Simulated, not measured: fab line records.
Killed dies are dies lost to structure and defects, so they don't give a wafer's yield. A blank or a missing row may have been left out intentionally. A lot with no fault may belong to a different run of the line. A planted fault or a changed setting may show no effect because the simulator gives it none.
Tool commonality check    flow gf180mcu    11 lots, 33 wafers sampled

REASON FOR OPENING
2 of 11 lots carry a flag on the reading HV_LDD_02_OVL at GF_HV_LDD_OVL_MEAS_32. No-fault wafers: 0.2 nm, standard deviation 1.7.
Rule: a lot is flagged in two cases, either no wafer of it has a number, or all its wafers with numbers fall more than 4 standard deviations from that mean. The rest of the lots are taken to be sound.

lot   measured      on          HV_LDD_02_OVL (nm), wafer by wafer  flag
L817  day 12 00:10  overlay-02  1.3 -0.8 1.3                        
L818  day 12 02:35  overlay-01  -1.4 -1.2 -1.8                      
L819  day 12 14:31  overlay-02  -2.7 0.0 -2.1                       
L820  day 12 19:39  overlay-02  2.6 4.1 4.5                         
L821  day 12 23:46  overlay-01  1.0 -0.1 -0.5                       
L829  day 15 14:49  overlay-02  -122.9 -123.5 -122.1                FLAGGED
L831  day 16 06:36  overlay-02  -124.7 -124.8 -123.0                FLAGGED
L833  day 16 14:13  overlay-02  -0.7 0.6 -2.0                       
L834  day 17 01:21  overlay-02  0.5 0.2 -0.3                        
L836  day 17 22:54  overlay-01  -0.2 -1.4 -2.2                      
L838  day 18 11:39  overlay-02  -2.2 -2.4 -1.2                      
The mean of the flagged lots' numbers is -123.5 nm, -123.7 nm from the usual (-73 standard deviations).

WHICH TOOL EACH LOT WENT THROUGH
The record keeps 1 process step preceding the reading, out of 602 steps on the route. Read each cell as the tool, then ch plus the chambers that the sampled wafers visited, then the start.
lot   flag     GF_HV_LDD_EXPOSE_28
L817           iline stepper-02 ch 0, day 11 15:07
L818           iline stepper-02 ch 0, day 11 17:23
L819           iline stepper-02 ch 0, day 12 04:24
L820           iline stepper-01 ch 0, day 12 09:20
L821           iline stepper-02 ch 0, day 12 14:21
L829  FLAGGED  iline stepper-01 ch 0, day 15 04:09
L831  FLAGGED  iline stepper-01 ch 0, day 15 19:37
L833           iline stepper-02 ch 0, day 16 03:30
L834           iline stepper-02 ch 0, day 16 13:40
L836           iline stepper-02 ch 0, day 17 11:35
L838           iline stepper-02 ch 0, day 17 23:42
These steps, and what they do:
- GF_HV_LDD_EXPOSE_28: exposes mask Nplus HV AREA, target cd 400 nm.
- GF_HV_LDD_OVL_MEAS_32

FLAGGED OVER TOTAL, TOOL BY TOOL (the gauges that took the reading come last)
step                   tool              lots run  flagged  share of the flagged lots  sound lots run after its first flagged lot
GF_HV_LDD_EXPOSE_28    iline stepper-01  3         2        all                        0
GF_HV_LDD_EXPOSE_28    iline stepper-02  8         0        none                       -
GF_HV_LDD_OVL_MEAS_32  overlay-01        3         0        none                       -
GF_HV_LDD_OVL_MEAS_32  overlay-02        8         2        all                        3 (L833,L834,L838)

WHAT IS ALLOWED BY THE TABLE
In 2 table rows, all flagged lots were run: iline stepper-01 (GF_HV_LDD_EXPOSE_28), overlay-02 (GF_HV_LDD_OVL_MEAS_32).
- iline stepper-01 at GF_HV_LDD_EXPOSE_28 ran 3 lots, 2 of them flagged. A fault beginning between L820 (day 12 09:20), its last sound lot, and L829 (day 15 04:09), its first flagged one, fits the data.
- overlay-02 at GF_HV_LDD_OVL_MEAS_32 ran 8 lots, 2 of them flagged. Sound lots followed the first flagged one (L833, L834, L838) on it, something a lasting fault affecting the whole tool could not allow.
What remains is a single tool, iline stepper-01 at GF_HV_LDD_EXPOSE_28.

WHAT THE SIMULATOR HAD INSERTED
Scanner matching overlay: iline stepper-01, from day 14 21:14 on, at GF_HV_LDD_EXPOSE_28. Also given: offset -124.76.
Struck lots among those shown: L829, L831. Same finding as the rule above.
